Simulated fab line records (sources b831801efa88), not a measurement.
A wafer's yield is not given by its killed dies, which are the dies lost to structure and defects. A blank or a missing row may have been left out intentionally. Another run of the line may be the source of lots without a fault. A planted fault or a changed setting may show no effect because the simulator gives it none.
fab line records	flow gf180mcu
[record] lots = 5	wafers = 23
route steps=602 shown V2@405 M3@420 V3@431 M4@467 V4@476
start-h: hours from the record's first day to the start of the lot's first wafer shown	wait-h: hours from the lot's prior step to this one	" the same as in the row above	L1.1+2: a single row standing in for several wafers	- either no value or no given start	* or withheld: withheld	< > ~ a bound
route shown NAME@n: a module of which the file shows steps, and the number in the route of the first	usual: mean/standard deviation of fault-free wafers	same: alike in all rows	chamber/n: place in a boat	sites: the reading at each site	_std_site: their standard deviation	_edge_site: outer sites' mean less inner sites'	radius-mm: for every site, how far away it sits from the centre of the wafer	mask NAME#n: copy n	behind: the most recent tool/chamber to have shaped the wafer	hold: why the lot was held/for how many hours/how that ended	device: the n, p or np transistor that did not switch	end of line: the same wafers' tests at the end of the route	a step given without rows: its recipe and nothing more	killed: dies that structure and defects cost at the first sort, which is not the same as the wafer's yield	map: per-die view of a wafer (x killed, . not killed, _ where there is no die)
set.NAME: the setting the step ran with; set.NAME@STEP: the setting that earlier step ran with	model.NAME: the simulator's own value behind a step, which no gauge read
lots whose settings were changed on purpose; a table a step, a row a wafer
[[steps]]
[step GF_V2_CVD_23]
[recipe] material = W	target-thk-nm = 350	time-s = 104.94	temp-c = 400	pressure-torr = 40
lot.wafer	tool	chamber	start-h	wait-h	set.temp-c	model.W_of_V2_CVD_23.thk-nm
L075.1	cvd-w-01	1	474.68	0.0	400	361.6
L075.2	"	0	"	"	400	348.5
L075.3	"	1	"	"	400	364
L075.5	"	0	"	"	400	349.2
L075.6	"	1	"	"	400	360.5
L077.2	cvd-w-02	0	491.90	0.0	400	362.4
L077.3	"	0	"	"	400	360.3
L077.4	"	1	"	"	400	349.2
L077.5	"	0	"	"	400	359.4
L077.6	"	1	"	"	400	347.5
L080.1	cvd-w-01	0	519.09	0.0	400	354.5
L080.3	"	1	"	"	400	362
L080.6	"	1	"	"	400	362.6
L082.1	cvd-w-02	0	534.61	0.0	400	364.1
L082.2	"	1	"	"	408.4	409.6
L082.3	"	1	"	"	408.4	408.1
L082.5	"	0	"	"	408.4	418.5
L082.6	"	1	"	"	400	353.1
L085.1	cvd-w-01	1	561.58	0.0	400	357.6
L085.2	"	0	"	"	400	350.6
L085.3	"	0	"	"	392.6	304.4
L085.5	"	0	"	"	392.6	303.5
L085.6	"	1	"	"	400	358.6
[step GF_V2_RS_MEAS_24]
[recipe] thk-meas-gauge = four-point-probe	reads = W_of_V2_CVD_23+TiN_of_V2_SPUTTER_22+Ti_of_V2_SPUTTER_21
[usual] V2_W_RS = 0.322/0.0049
lot.wafer	tool	chamber	start-h	wait-h	set.temp-c@V2_CVD_23	V2_W_RS[ohm/sq]
L075.1	film-metro-02	-	474.79	0.1	400	0.317
L075.2	"	-	"	"	400	0.329
L075.3	"	-	"	"	400	0.314
L075.5	"	-	"	"	400	0.328
L075.6	"	-	"	"	400	0.318
L077.2	film-metro-02	-	492.03	0.1	400	0.316
L077.3	"	-	"	"	400	0.317
L077.4	"	-	"	"	400	0.328
L077.5	"	-	"	"	400	0.318
L077.6	"	-	"	"	400	0.329
L080.1	film-metro-04	-	519.20	0.1	400	0.323
L080.3	"	-	"	"	400	0.316
L080.6	"	-	"	"	400	0.316
L082.1	film-metro-04	-	534.75	0.1	400	0.314
L082.2	"	-	"	"	408.4	0.279
L082.3	"	-	"	"	408.4	0.280
L082.5	"	-	"	"	408.4	0.273
L082.6	"	-	"	"	400	0.324
L085.1	film-metro-01	-	561.69	0.1	400	0.320
L085.2	"	-	"	"	400	0.326
L085.3	"	-	"	"	392.6	0.376
L085.5	"	-	"	"	392.6	0.378
L085.6	"	-	"	"	400	0.319
[step GF_V2_THK_MEAS_25]
[recipe] thk-meas-gauge = xrf	reads = W_of_V2_CVD_23
[usual] V2_W_THK = 346/5.8
lot.wafer	tool	chamber	start-h	wait-h	set.temp-c@V2_CVD_23	V2_W_THK[nm]
L075.1	film-metro-02	-	474.91	0.1	400	352
L075.2	"	-	"	"	400	338
L075.3	"	-	"	"	400	354
L075.5	"	-	"	"	400	339
L075.6	"	-	"	"	400	348
L077.2	film-metro-02	-	492.14	0.1	400	350
L077.3	"	-	"	"	400	349
L077.4	"	-	"	"	400	336
L077.5	"	-	"	"	400	343
L077.6	"	-	"	"	400	336
L080.1	film-metro-04	-	519.32	0.1	400	345
L080.3	"	-	"	"	400	354
L080.6	"	-	"	"	400	352
L082.1	film-metro-04	-	534.87	0.1	400	359
L082.2	"	-	"	"	408.4	401
L082.3	"	-	"	"	408.4	401
L082.5	"	-	"	"	408.4	410
L082.6	"	-	"	"	400	348
L085.1	film-metro-01	-	561.81	0.1	400	349
L085.2	"	-	"	"	400	344
L085.3	"	-	"	"	392.6	298
L085.5	"	-	"	"	392.6	298
L085.6	"	-	"	"	400	350
[step GF_M3_EXPOSE_11]
[recipe] mask-id = Metal3	target-cd-nm = 280	na = 0.68	source-shape = conventional	sigma-outer = 0.6	dose-mj = 28
lot.wafer	tool	chamber	start-h	wait-h	mask	set.dose-mj
L075.1+2+5	krf-scanner-02	0	-	-	Metal3#0	29.78
L075.3+6	"	0	"	"	Metal3#0	28
L077.2+4+5	krf-scanner-01	0	-	-	Metal3#0	28
L077.3+6	"	0	"	"	Metal3#0	26.88
L080.1+3+6	krf-scanner-01	0	-	-	Metal3#0	28
L082.1+2+3	krf-scanner-01	0	-	-	Metal3#0	29.09
L082.5+6	"	0	"	"	Metal3#0	28
L085.1+3+5	krf-scanner-01	0	-	-	Metal3#0	28
L085.2+6	"	0	"	"	Metal3#0	27.3
[step GF_M3_PEB_12]
[recipe] peb-temp-c = 135	peb-time-s = 90	resist = KrF
lot.wafer	tool	chamber	start-h	wait-h	set.peb-temp-c
L075.1+3+6	litho-track-01	0	-	-	135
L075.2+5	"	0	"	"	132.4
L077.2+3+5	litho-track-01	0	-	-	135
L077.4+6	"	0	"	"	138.1
L080.1+3+6	litho-track-04	0	-	-	135
L082.1+2+5	litho-track-04	0	-	-	135
L082.3+6	"	0	"	"	132
L085.1+3+6	litho-track-02	0	-	-	136.8
L085.2+5	"	0	"	"	135
[step GF_M3_DEVELOP_13]
[recipe] develop-time-s = 60	dev-temp-c = 21
[step GF_M3_CD_MEAS_14]
[recipe] target-cd-nm = 280
[usual] cd-nm = 280.5/1.1
lot.wafer	tool	chamber	start-h	wait-h	set.dose-mj@M3_EXPOSE_11	set.peb-temp-c@M3_PEB_12	cd-nm
L075.1	cd-sem-01	-	498.58	0.1	29.78	135	271.8
L075.2	"	-	"	"	29.78	132.4	279.2
L075.3	"	-	"	"	28	135	280.8
L075.5	"	-	"	"	29.78	132.4	279.0
L075.6	"	-	"	"	28	135	281.5
L077.2	cd-sem-01	-	516.55	0.1	28	135	281.2
L077.3	"	-	"	"	26.88	135	286.6
L077.4	"	-	"	"	28	138.1	273.7
L077.5	"	-	"	"	28	135	280.8
L077.6	"	-	"	"	26.88	138.1	281.1
L080.1	cd-sem-01	-	542.51	0.1	28	135	281.6
L080.3	"	-	"	"	28	135	280.9
L080.6	"	-	"	"	28	135	281.2
L082.1	cd-sem-01	-	558.06	0.1	29.09	135	274.8
L082.2	"	-	"	"	29.09	135	274.4
L082.3	"	-	"	"	29.09	132	285.0
L082.5	"	-	"	"	28	135	280.2
L082.6	"	-	"	"	28	132	288.8
L085.1	cd-sem-01	-	584.56	0.1	28	136.8	276.5
L085.2	"	-	"	"	27.3	135	286.1
L085.3	"	-	"	"	28	136.8	276.5
L085.5	"	-	"	"	28	135	281.8
L085.6	"	-	"	"	27.3	136.8	280.7
[step GF_V3_CVD_02]
[recipe] material = SiO2	target-thk-nm = 850	precursor = TEOS	temp-c = 400	time-s = 94.851	rf-w = 600
lot.wafer	tool	chamber	start-h	wait-h	set.time-s	model.SiO2_of_V3_CVD_02.thk-nm
L075.1	pecvd-04	0	499.55	0.1	94.851	833.2
L075.2	"	1	"	"	94.851	837.9
L075.3	"	2	"	"	94.851	837.7
L075.5	"	2	"	"	94.851	857.6
L075.6	"	0	"	"	94.851	844
L077.2	pecvd-01	1	517.47	0.0	85.9	776.6
L077.3	"	2	"	"	94.851	851.2
L077.4	"	2	"	"	94.851	872.3
L077.5	"	1	"	"	85.9	791.8
L077.6	"	0	"	"	94.851	864.7
L080.1	pecvd-03	1	543.47	0.1	94.851	822.9
L080.3	"	0	"	"	94.851	833.9
L080.6	"	0	"	"	94.851	846.6
L082.1	pecvd-03	2	559.02	0.1	94.851	829.6
L082.2	"	1	"	"	94.851	823.2
L082.3	"	0	"	"	94.851	841.4
L082.5	"	1	"	"	94.851	841.2
L082.6	"	2	"	"	94.851	849.4
L085.1	pecvd-01	0	585.84	0.1	91.16	814
L085.2	"	1	"	"	94.851	859.8
L085.3	"	1	"	"	94.851	872.1
L085.5	"	1	"	"	94.851	865.4
L085.6	"	0	"	"	91.16	829.4
[step GF_V3_THK_MEAS_03]
[recipe] reads = SiO2_of_V3_CVD_02
[usual] V3_CVD_02_THK = 848/12
lot.wafer	tool	chamber	start-h	wait-h	set.time-s@V3_CVD_02	V3_CVD_02_THK[nm]
L075.1	film-metro-04	-	499.62	0.0	94.851	833
L075.2	"	-	"	"	94.851	838
L075.3	"	-	"	"	94.851	838
L075.5	"	-	"	"	94.851	858
L075.6	"	-	"	"	94.851	844
L077.2	film-metro-04	-	517.55	0.0	85.9	776
L077.3	"	-	"	"	94.851	851
L077.4	"	-	"	"	94.851	873
L077.5	"	-	"	"	85.9	792
L077.6	"	-	"	"	94.851	865
L080.1	film-metro-04	-	543.54	0.0	94.851	822
L080.3	"	-	"	"	94.851	833
L080.6	"	-	"	"	94.851	846
L082.1	film-metro-03	-	559.09	0.0	94.851	830
L082.2	"	-	"	"	94.851	823
L082.3	"	-	"	"	94.851	842
L082.5	"	-	"	"	94.851	841
L082.6	"	-	"	"	94.851	849
L085.1	film-metro-03	-	585.95	0.1	91.16	814
L085.2	"	-	"	"	94.851	859
L085.3	"	-	"	"	94.851	873
L085.5	"	-	"	"	94.851	866
L085.6	"	-	"	"	91.16	829
[step GF_V3_CMP_04]
[recipe] material = SiO2	down-force-psi = 4	platen-rpm = 60	pad-velocity-m-s = 0.94248
[usual] time-to-endpoint-s = 80/5.3
lot.wafer	tool	chamber	start-h	wait-h	set.time-s@V3_CVD_02	time-to-endpoint-s
L075.3	cmp-01	0	499.73	0.1	94.851	83
L075.2	"	1	"	"	94.851	71
L075.1	"	2	"	"	94.851	73
L075.6	"	3	"	"	94.851	79
L075.5	"	0	"	"	94.851	89
L077.4	cmp-01	0	517.65	0.1	94.851	95
L077.2	"	1	"	"	85.9	48
L077.3	"	2	"	"	94.851	83
L077.5	"	3	"	"	85.9	58
L077.6	"	0	"	"	94.851	89
L080.3	cmp-01	3	543.60	0.0	94.851	79
L080.1	"	1	"	"	94.851	67
L080.6	"	3	"	"	94.851	79
L082.3	cmp-02	3	559.15	0.0	94.851	79
L082.1	"	0	"	"	94.851	75
L082.2	"	2	"	"	94.851	69
L082.6	"	3	"	"	94.851	83
L082.5	"	0	"	"	94.851	81
L085.3	cmp-02	0	586.06	0.1	94.851	87
L085.2	"	1	"	"	94.851	81
L085.1	"	2	"	"	91.16	62
L085.6	"	3	"	"	91.16	71
L085.5	"	0	"	"	94.851	86
[step GF_V3_PEB_12]
[recipe] peb-temp-c = 135	peb-time-s = 90	resist = KrF
lot.wafer	tool	chamber	start-h	wait-h	set.peb-temp-c
L075.1+5+6	litho-track-03	0	-	-	135
L075.2+3	"	0	"	"	138.2
L077.2+3+6	litho-track-04	0	-	-	136.3
L077.4+5	"	0	"	"	135
L080.1+3+6	litho-track-03	0	-	-	135
L082.1+2	litho-track-04	0	-	-	132.3
L082.3+5+6	"	0	"	"	135
L085.1+2+3+5+6	litho-track-02	0	-	-	135
[step GF_V3_DEVELOP_13]
[recipe] develop-time-s = 60	resist = KrF	dev-temp-c = 21
[step GF_V3_CD_MEAS_14]
[recipe] target-cd-nm = 260
[usual] cd-nm = 260.3/0.92
lot.wafer	tool	chamber	start-h	wait-h	set.peb-temp-c@V3_PEB_12	cd-nm
L075.1	cd-sem-01	-	522.53	0.1	135	260.4
L075.2	"	-	"	"	138.2	267.9
L075.3	"	-	"	"	138.2	267.4
L075.5	"	-	"	"	135	258.6
L075.6	"	-	"	"	135	259.6
L077.2	cd-sem-01	-	540.63	0.1	136.3	264.3
L077.3	"	-	"	"	136.3	264.7
L077.4	"	-	"	"	135	261.1
L077.5	"	-	"	"	135	261.4
L077.6	"	-	"	"	136.3	264.9
L080.1	cd-sem-01	-	566.27	0.3	135	260.6
L080.3	"	-	"	"	135	261.2
L080.6	"	-	"	"	135	261.1
L082.1	cd-sem-01	-	581.11	0.1	132.3	251.9
L082.2	"	-	"	"	132.3	251.7
L082.3	"	-	"	"	135	260.3
L082.5	"	-	"	"	135	259.6
L082.6	"	-	"	"	135	260.4
L085.1	cd-sem-01	-	607.80	0.3	135	260.8
L085.2	"	-	"	"	135	259.6
L085.3	"	-	"	"	135	260.6
L085.5	"	-	"	"	135	259.2
L085.6	"	-	"	"	135	260.5
[step GF_V3_ETCH_16]
[recipe] chemistry = N2/H2	target-depth-a = withheld	overetch-a = withheld	time-s = withheld	target = BARC	ion-energy-ev = 200	source-w = 500	bias-w = 100	pressure-mtorr = 30	n2-flow-sccm = 100	h2-flow-sccm = 200
lot.wafer	tool	chamber	start-h	wait-h	set.peb-temp-c@V3_PEB_12	model.V3.cd-nm
L075.1	rie-diel-04	1	522.69	0.0	135	259.7
L075.2	"	0	"	"	138.2	266.9
L075.3	"	2	"	"	138.2	265.9
L075.5	"	3	"	"	135	258.9
L075.6	"	0	"	"	135	259.1
L077.2	rie-diel-03	0	540.76	0.0	136.3	264.2
L077.3	"	3	"	"	136.3	264.7
L077.4	"	1	"	"	135	260
L077.5	"	0	"	"	135	261.2
L077.6	"	3	"	"	136.3	265.2
L080.1	rie-diel-02	3	566.43	0.0	135	260.7
L080.3	"	1	"	"	135	261.2
L080.6	"	3	"	"	135	261.6
L082.1	rie-diel-03	0	581.26	0.0	132.3	251.7
L082.2	"	2	"	"	132.3	251.2
L082.3	"	3	"	"	135	260.6
L082.5	"	2	"	"	135	259.5
L082.6	"	3	"	"	135	260.7
L085.1+3	rie-diel-03	0,2	607.95	0.0	135	260.3
L085.2+5	"	1,0	"	"	135	258.6
L085.6	"	3	"	"	135	261.1
[step GF_V3_ETCH_17]
[recipe] chemistry = C4F8/O2/Ar	mask-material = KrF	target = SiO2	stop-on = TiN	source-w = 1500	bias-w = 1200	pressure-mtorr = 40	c4f8-flow-sccm = withheld	O2_flow_sccm = 6	Ar_flow_sccm = 300	time-s = withheld	target-depth-a = 6350
lot.wafer	tool	chamber	start-h	wait-h	set.peb-temp-c@V3_PEB_12	model.V3.cd-nm
L075.1	rie-diel-04	1	-	-	135	260.2
L075.2	"	0	"	"	138.2	267.1
L075.3	"	2	"	"	138.2	266
L075.5	"	3	"	"	135	259.3
L075.6	"	0	"	"	135	259.1
L077.2	rie-diel-03	0	-	-	136.3	264.5
L077.3	"	3	"	"	136.3	263.6
L077.4	"	1	"	"	135	259.8
L077.5	"	0	"	"	135	261.1
L077.6	"	3	"	"	136.3	264.2
L080.1	rie-diel-02	3	-	-	135	262
L080.3	"	1	"	"	135	261.8
L080.6	"	3	"	"	135	262.9
L082.1	rie-diel-03	0	-	-	132.3	251.9
L082.2	"	2	"	"	132.3	251.3
L082.3	"	3	"	"	135	259.9
L082.5	"	2	"	"	135	259.5
L082.6	"	3	"	"	135	260.1
L085.1	rie-diel-03	0	-	-	135	261.1
L085.2	"	1	"	"	135	258.7
L085.3	"	2	"	"	135	260.8
L085.5	"	0	"	"	135	259.6
L085.6	"	3	"	"	135	260.7
[step GF_M4_EXPOSE_11]
[recipe] mask-id = Metal4	target-cd-nm = 280	na = 0.68	source-shape = conventional	sigma-outer = 0.6	dose-mj = 28
lot.wafer	tool	chamber	start-h	wait-h	mask	set.dose-mj
L075.1+2+3	krf-scanner-01	0	-	-	Metal4#0	28
L075.5+6	"	0	"	"	Metal4#0	26.14
L077.2+3+4+5+6	krf-scanner-01	0	-	-	Metal4#0	28
L080.1+3+6	krf-scanner-01	0	-	-	Metal4#0	28
L082.1+2+6	krf-scanner-02	0	-	-	Metal4#0	29.93
L082.3+5	"	0	"	"	Metal4#0	28
L085.1+5	krf-scanner-02	0	-	-	Metal4#0	28
L085.2+3+6	"	0	"	"	Metal4#0	26.51
[step GF_M4_PEB_12]
[recipe] peb-temp-c = 135	peb-time-s = 90	resist = KrF
[step GF_M4_DEVELOP_13]
[recipe] develop-time-s = 60	dev-temp-c = 21
[step GF_M4_CD_MEAS_14]
[recipe] target-cd-nm = 280
[usual] cd-nm = 280.1/1.3
lot.wafer	tool	chamber	start-h	wait-h	set.dose-mj@M4_EXPOSE_11	cd-nm
L075.1	cd-sem-01	-	551.38	0.1	28	280.0
L075.2	"	-	"	"	28	279.0
L075.3	"	-	"	"	28	278.9
L075.5	"	-	"	"	26.14	289.1
L075.6	"	-	"	"	26.14	289.9
L077.2	cd-sem-01	-	565.20	0.2	28	279.2
L077.3	"	-	"	"	28	279.5
L077.4	"	-	"	"	28	279.5
L077.5	"	-	"	"	28	279.3
L077.6	"	-	"	"	28	279.6
L080.1	cd-sem-01	-	590.28	0.1	28	280.9
L080.3	"	-	"	"	28	279.5
L080.6	"	-	"	"	28	281.3
L082.1	cd-sem-01	-	603.73	0.2	29.93	270.0
L082.2	"	-	"	"	29.93	270.7
L082.3	"	-	"	"	28	281.5
L082.5	"	-	"	"	28	280.7
L082.6	"	-	"	"	29.93	269.4
L085.1	cd-sem-01	-	630.16	0.1	28	278.2
L085.2	"	-	"	"	26.51	286.4
L085.3	"	-	"	"	26.51	286.3
L085.5	"	-	"	"	28	277.0
L085.6	"	-	"	"	26.51	285.9
[step GF_V4_CVD_00]
[recipe] material = SiO2	target-thk-nm = 600	sigma-open-frac = 0.3	temp-c = 400	time-s = 100	sih4-flow-sccm = 60	pressure-mtorr = 6
lot.wafer	tool	chamber	start-h	wait-h	set.sih4-flow-sccm	model.SiO2_of_V4_CVD_00.thk-nm
L075.1	hdpcvd-02	2	552.18	0.0	68.14	680.8
L075.2	"	1	"	"	60	600.3
L075.3	"	0	"	"	60	598.6
L075.5	"	0	"	"	60	597.6
L075.6	"	1	"	"	68.14	683.1
L077.2	hdpcvd-02	2	566.02	0.0	60	599.2
L077.3	"	1	"	"	60	597.5
L077.4	"	2	"	"	65.94	659.1
L077.5	"	0	"	"	65.94	657
L077.6	"	1	"	"	65.94	665.3
L080.1	hdpcvd-01	0	591.09	0.0	60	594.7
L080.3	"	2	"	"	60	596.1
L080.6	"	2	"	"	60	603.4
L082.1	hdpcvd-02	2	604.56	0.0	60	591.8
L082.2	"	0	"	"	62.76	624.3
L082.3	"	1	"	"	62.76	628.9
L082.5	"	1	"	"	62.76	623.8
L082.6	"	2	"	"	60	604.4
L085.1	hdpcvd-02	0	631.01	0.0	66.55	663.5
L085.2	"	1	"	"	66.55	671.1
L085.3	"	2	"	"	60	590.8
L085.5	"	2	"	"	60	605.1
L085.6	"	1	"	"	60	599.4
[step GF_V4_THK_MEAS_01]
[recipe] reads = SiO2_of_V4_CVD_00
[usual] V4_CVD_00_THK = 600/5
lot.wafer	tool	chamber	start-h	wait-h	set.sih4-flow-sccm@V4_CVD_00	V4_CVD_00_THK[nm]
L075.1	film-metro-04	-	552.25	0.0	68.14	680
L075.2	"	-	"	"	60	600
L075.3	"	-	"	"	60	598
L075.5	"	-	"	"	60	598
L075.6	"	-	"	"	68.14	683
L077.2	film-metro-02	-	566.10	0.0	60	599
L077.3	"	-	"	"	60	597
L077.4	"	-	"	"	65.94	659
L077.5	"	-	"	"	65.94	657
L077.6	"	-	"	"	65.94	665
L080.1	film-metro-04	-	591.16	0.0	60	594
L080.3	"	-	"	"	60	596
L080.6	"	-	"	"	60	603
L082.1	film-metro-02	-	604.63	0.0	60	592
L082.2	"	-	"	"	62.76	624
L082.3	"	-	"	"	62.76	629
L082.5	"	-	"	"	62.76	623
L082.6	"	-	"	"	60	605
L085.1	film-metro-01	-	631.08	0.0	66.55	664
L085.2	"	-	"	"	66.55	671
L085.3	"	-	"	"	60	591
L085.5	"	-	"	"	60	605
L085.6	"	-	"	"	60	600
[step GF_V4_CMP_04]
[recipe] material = SiO2	down-force-psi = 4	platen-rpm = 60	pad-velocity-m-s = 0.94248
lot.wafer	tool	chamber	start-h	wait-h	set.leave-above-ref-nm	model.SiO2_of_V4_CVD_02.thk-nm
L075.2	cmp-01	1	552.49	0.1	608.1	607.5
L075.1	"	2	"	"	632.5	632.8
L075.3	"	3	"	"	608.1	609.6
L075.5	"	0	"	"	632.5	634.4
L075.6	"	1	"	"	608.1	606.8
L077.3	cmp-02	1	566.33	0.1	656.7	657.6
L077.2	"	2	"	"	632.5	632
L077.4	"	3	"	"	632.5	631.7
L077.6	"	0	"	"	656.7	657.1
L077.5	"	1	"	"	632.5	632.6
L080.3	cmp-01	2	591.40	0.1	632.5	633.9
L080.1	"	3	"	"	632.5	634
L080.6	"	2	"	"	632.5	632.7
L082.2	cmp-02	2	604.82	0.0	645.3	643.2
L082.1	"	0	"	"	645.3	645.1
L082.3	"	1	"	"	632.5	631.9
L082.5	"	2	"	"	645.3	642.8
L082.6	"	3	"	"	632.5	630.6
L085.3	cmp-02	1	631.32	0.1	632.5	631.1
L085.2+1	"	2,3	"	"	632.5	631.4
L085.6	"	0	"	"	632.5	633.4
L085.5	"	1	"	"	632.5	632.4
[[key]]
[split] step = GF_V2_CVD_23	setting = temp-c	stated = 400	by = wafer
[response] step = GF_V2_CVD_23	reading = model.W_of_V2_CVD_23.thk-nm	change = +26.5	per = 1%	r = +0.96
[response] step = GF_V2_RS_MEAS_24	reading = V2_W_RS	change = -0.0242	per = 1%	r = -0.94
[response] step = GF_V2_THK_MEAS_25	reading = V2_W_THK	change = +25.2	per = 1%	r = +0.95
[split] step = GF_M3_EXPOSE_11	setting = dose-mj	stated = 28	by = wafer
[response] step = GF_M3_CD_MEAS_14	reading = cd-nm	slope = -1.48	per = 1%	together-with = peb-temp-c@M3_PEB_12	explained = 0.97
[split] step = GF_M3_PEB_12	setting = peb-temp-c	stated = 135	by = wafer
[response] step = GF_M3_CD_MEAS_14	reading = cd-nm	slope = -3.65	per = 1%	together-with = dose-mj@M3_EXPOSE_11	explained = 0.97
[split] step = GF_V3_CVD_02	setting = time-s	stated = 94.851	by = wafer
[response] step = GF_V3_CVD_02	reading = model.SiO2_of_V3_CVD_02.thk-nm	change = +8.76	per = 1%	r = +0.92
[response] step = GF_V3_THK_MEAS_03	reading = V3_CVD_02_THK	change = +8.79	per = 1%	r = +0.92
[response] step = GF_V3_CMP_04	reading = time-to-endpoint-s	change = *	per = 1%	r = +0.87
[split] step = GF_V3_PEB_12	setting = peb-temp-c	stated = 135	by = wafer
[response] step = GF_V3_CD_MEAS_14	reading = cd-nm	change = +3.71	per = 1%	r = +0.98
[response] step = GF_V3_ETCH_16	reading = model.V3.cd-nm	change = +3.67	per = 1%	r = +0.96
[response] step = GF_V3_ETCH_17	reading = model.V3.cd-nm	change = +3.47	per = 1%	r = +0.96
[split] step = GF_M4_EXPOSE_11	setting = dose-mj	stated = 28	by = wafer
[response] step = GF_M4_CD_MEAS_14	reading = cd-nm	change = -1.58	per = 1%	r = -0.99
[split] step = GF_V4_CVD_00	setting = sih4-flow-sccm	stated = 60	by = wafer
[response] step = GF_V4_CVD_00	reading = model.SiO2_of_V4_CVD_00.thk-nm	change = +6.21	per = 1%	r = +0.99
[response] step = GF_V4_THK_MEAS_01	reading = V4_CVD_00_THK	change = +6.18	per = 1%	r = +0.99
[split] step = GF_V4_CMP_04	setting = leave-above-ref-nm	stated = 632.5	by = wafer
[response] step = GF_V4_CMP_04	reading = model.SiO2_of_V4_CVD_02.thk-nm	change = +6.56	per = 1%	r = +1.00
